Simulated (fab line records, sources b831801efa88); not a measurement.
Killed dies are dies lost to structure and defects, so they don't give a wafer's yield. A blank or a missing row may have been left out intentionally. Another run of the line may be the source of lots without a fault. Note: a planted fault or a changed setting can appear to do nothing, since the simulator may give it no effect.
Which tool is to blame? + flow sky130 + 12 lots, 36 wafers sampled, at 3 steps of a route of 708

## WHAT THE GAUGES SHOWED, per wafer
SKY_VT_ADJUST_LVTN_TW_MEAS_21. Usual: VT_ADJUST_LVTN_2_TW typically reads 187.6, with standard deviation 1.7.
| lot  | measured     | on           | VT_ADJUST_LVTN_2_TW | flag |
|------|--------------|--------------|---------------------|------|
| L242 | day 7 22:56  | filmMetro-02 | 188.2 187.4 186.8   |      |
| L243 | day 8 04:04  | filmMetro-02 | 188.9 188.1 187.4   |      |
| L246 | day 9 00:05  | filmMetro-03 | 188.8 188.4 188.8   |      |
| L247 | day 9 05:48  | filmMetro-02 | 189.1 189.6 189.8   |      |
| L248 | day 9 12:05  | filmMetro-02 | 189.1 189.7 189.6   |      |
| L250 | day 10 07:05 | filmMetro-04 | 185.2 183.8 185.3   |      |
| L253 | day 10 18:45 | filmMetro-03 | 188.1 188.3 188.3   |      |
| L255 | day 11 08:07 | filmMetro-03 | 188.0 189.3 188.8   |      |
| L257 | day 11 22:59 | filmMetro-02 | 189.1 188.3 189.0   |      |
| L259 | day 12 23:38 | filmMetro-03 | 188.0 189.5 188.3   |      |
| L262 | day 13 13:17 | filmMetro-02 | 186.9 187.2 178.8   |      |
| L265 | day 14 18:29 | filmMetro-02 | 187.6 187.8 188.2   |      |

SKY_VT_ADJUST_NCORE_CD_MEAS_07 targets a cd of 380 nm. Usual: cdNm at 380.5 nm, with a standard deviation of 3.
| lot  | measured     | on       | cdNm (nm)         | flag |
|------|--------------|----------|-------------------|------|
| L242 | day 8 19:52  | cdSem-01 | 379.7 379.7 378.5 |      |
| L243 | day 9 00:50  | cdSem-02 | 376.2 378.3 378.1 |      |
| L246 | day 9 22:22  | cdSem-02 | 380.2 377.5 378.2 |      |
| L247 | day 10 03:27 | cdSem-01 | 383.6 384.2 383.2 |      |
| L248 | day 10 09:25 | cdSem-01 | 379.4 376.4 378.6 |      |
| L250 | day 11 04:43 | cdSem-01 | 382.4 379.7 380.2 |      |
| L253 | day 11 18:10 | cdSem-02 | 386.8 385.9 386.7 |      |
| L255 | day 12 07:52 | cdSem-01 | 381.6 380.2 381.0 |      |
| L257 | day 12 22:48 | cdSem-02 | 378.8 377.6 376.5 |      |
| L259 | day 14 01:16 | cdSem-02 | 376.6 377.4 379.3 |      |
| L262 | day 14 15:07 | cdSem-02 | 380.7 382.2 383.2 |      |
| L265 | day 15 21:00 | cdSem-01 | 381.8 384.2 381.3 |      |

## EACH LOT AND THE TOOL THAT RAN IT (in order: tool; ch and the chambers of the sampled wafers; start)
| lot  | SKY_VT_ADJUST_LVTN_IMPLANT_19   |
|------|---------------------------------|
| L242 | implanter-01 ch 0, day 7 22:41  |
| L243 | implanter-04 ch 0, day 8 03:51  |
| L246 | implanter-04 ch 0, day 8 23:50  |
| L247 | implanter-03 ch 0, day 9 05:33  |
| L248 | implanter-01 ch 0, day 9 11:50  |
| L250 | implanter-03 ch 0, day 10 06:50 |
| L253 | implanter-03 ch 0, day 10 18:31 |
| L255 | implanter-03 ch 0, day 11 07:55 |
| L257 | implanter-01 ch 0, day 11 22:44 |
| L259 | implanter-04 ch 0, day 12 23:23 |
| L262 | implanter-03 ch 0, day 13 13:02 |
| L265 | implanter-04 ch 0, day 14 18:14 |
- SKY_VT_ADJUST_LVTN_IMPLANT_19

## AS READ BY THE TOOLS THEMSELVES (means over the sampled wafers that have a number; for cases with no such wafer, the mark the record gives instead)
The record holds no such reading with a usual standard deviation.

## THE ANSWER, worked out from the rows above alone
Rule: a lot is off if the mean of its wafers that have a number lies more than 3 standard deviations from the usual mean. Also off: a lot with no number at a reading for which 4 or more lots have one. All remaining lots with rows at the step are treated as sound. First the gauges in route order, then the tools' own readings, where a lot's mean is used as printed above. At the first step where some lot is off, the reading lying furthest off is the one used; lots without a number count as furthest.
Across all readings shown, no lot is off: no conclusion can be drawn from this.

## WHAT THE SIMULATOR HAD PUT IN
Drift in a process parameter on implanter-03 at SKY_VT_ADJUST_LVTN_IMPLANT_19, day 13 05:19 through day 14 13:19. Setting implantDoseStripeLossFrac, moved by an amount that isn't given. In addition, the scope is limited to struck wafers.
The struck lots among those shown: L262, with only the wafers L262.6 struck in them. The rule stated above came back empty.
